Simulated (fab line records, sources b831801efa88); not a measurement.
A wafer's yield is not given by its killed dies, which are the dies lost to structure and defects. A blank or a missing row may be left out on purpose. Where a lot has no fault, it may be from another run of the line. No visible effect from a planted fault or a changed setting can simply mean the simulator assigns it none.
What tool caused it?    flow gf180mcu    Sampling: 13 lots, 39 wafers, 3 of 602 route steps

WHAT THE GAUGES SHOWED, per wafer
GF_MIM_THK_MEAS_06.
lot   measured      on             MIM_CVD_05_THK (nm)
L139  day 24 13:46  film metro-03  41.2 42.1 41.8
L140  day 25 01:58  film metro-03  41.4 41.0 41.5
L141  day 25 08:17  film metro-02  40.9 42.2 41.6
L143  day 26 05:32  film metro-02  42.0 41.3 42.8
L144  day 26 09:02  film metro-02  41.1 41.9 42.3
L146  day 27 07:37  film metro-02  41.8 41.6 42.1
L147  day 27 09:05  film metro-03  41.4 41.5 41.7
L149  day 27 19:59  film metro-02  41.6 41.3 41.6
L148  day 27 22:50  film metro-04  41.3 41.6 42.5
L156  day 29 19:46  film metro-03  41.5 41.7 42.6
L157  day 30 06:17  film metro-02  41.6 42.1 42.3
L158  day 30 14:08  film metro-02  41.3 42.4 42.2
L161  day 31 16:54  film metro-04  41.2 41.3 41.9

GF_MIM_THK_MEAS_11: measures by xrf.
lot   measured      on             MIM_ALCU_THK (nm)
L139  day 24 14:02  film metro-02  196.6 198.0 196.9
L140  day 25 02:14  film metro-02  198.4 200.4 199.4
L141  day 25 08:34  film metro-03  198.5 196.8 198.1
L143  day 26 05:49  film metro-03  197.8 198.1 197.9
L144  day 26 09:19  film metro-03  197.6 198.3 197.0
L146  day 27 07:53  film metro-03  198.5 198.8 200.1
L147  day 27 09:22  film metro-02  202.4 203.3 203.6
L149  day 27 20:16  film metro-02  196.5 198.8 199.3
L148  day 27 23:07  film metro-02  199.7 196.6 196.8
L156  day 29 20:02  film metro-02  201.6 199.2 198.5
L157  day 30 06:34  film metro-02  194.8 195.9 194.0
L158  day 30 14:25  film metro-04  198.7 198.0 199.0
L161  day 31 17:11  film metro-04  198.6 201.5 202.1

WHAT TOOL EACH LOT RAN ON (gives the tool, then ch and the chambers of the sampled wafers, and finally the start)
lot   GF_V4_SPUTTER_22
L139  pvd sputter-02, day 24 12:52
L140  pvd sputter-04, day 25 01:04
L141  pvd sputter-01, day 25 05:20
L143  pvd sputter-01, day 26 04:38
L144  pvd sputter-01, day 26 07:50
L146  pvd sputter-04, day 27 06:43
L147  pvd sputter-02, day 27 08:11
L149  pvd sputter-04, day 27 18:59
L148  pvd sputter-04, day 27 21:51
L156  pvd sputter-02, day 29 18:52
L157  pvd sputter-01, day 30 05:23
L158  pvd sputter-01, day 30 13:12
L161  pvd sputter-04, day 31 16:01
- GF_V4_SPUTTER_22: material TiN, target thk 10 nm, time 40 s.

WHAT THE TOOLS THEMSELVES READ (means of the sampled wafers that have a number; where no wafer has one, the mark that the record gives instead)
GF_V4_SPUTTER_22.
lot   tool            chamber pressure pa (Pa)  throttle valve pct (%)
L139  pvd sputter-02  5.009                     29.6
L140  pvd sputter-04  4.989                     32.2
L141  pvd sputter-01  4.990                     30.3
L143  pvd sputter-01  4.995                     30.2
L144  pvd sputter-01  4.988                     30.3
L146  pvd sputter-04  4.997                     30.7
L147  pvd sputter-02  5.004                     30.6
L149  pvd sputter-04  5.002                     29.9
L148  pvd sputter-04  4.999                     29.8
L156  pvd sputter-02  5.007                     29.8
L157  pvd sputter-01  4.997                     30.4
L158  pvd sputter-01  4.994                     30.5
L161  pvd sputter-04  4.982                     31.5

THE ANSWER, worked out from the rows above alone
Rule: the usual values come from the lots themselves. The widest of any qualifying gaps counts: lots, ordered by their means at a reading, are off when they make up no more than a third of the lots, leave a main group of 4 or more, and stand apart from it by 3 or more times the standard deviation of that group's means. Not used: any main group whose means are identical at the precision the tables above print for the reading. A lot without any number at a reading at which 4 lots or more have one is off too. All remaining lots with rows at the step are treated as sound. First the gauges in route order, then the tools' own readings, where a lot's mean is used as printed above. At the first step where some lot is off, the reading lying furthest off is the one used; lots without a number count as furthest.
Across all readings shown, no lot is off: no conclusion can be drawn from this.

WHAT THE SIMULATOR PUT IN
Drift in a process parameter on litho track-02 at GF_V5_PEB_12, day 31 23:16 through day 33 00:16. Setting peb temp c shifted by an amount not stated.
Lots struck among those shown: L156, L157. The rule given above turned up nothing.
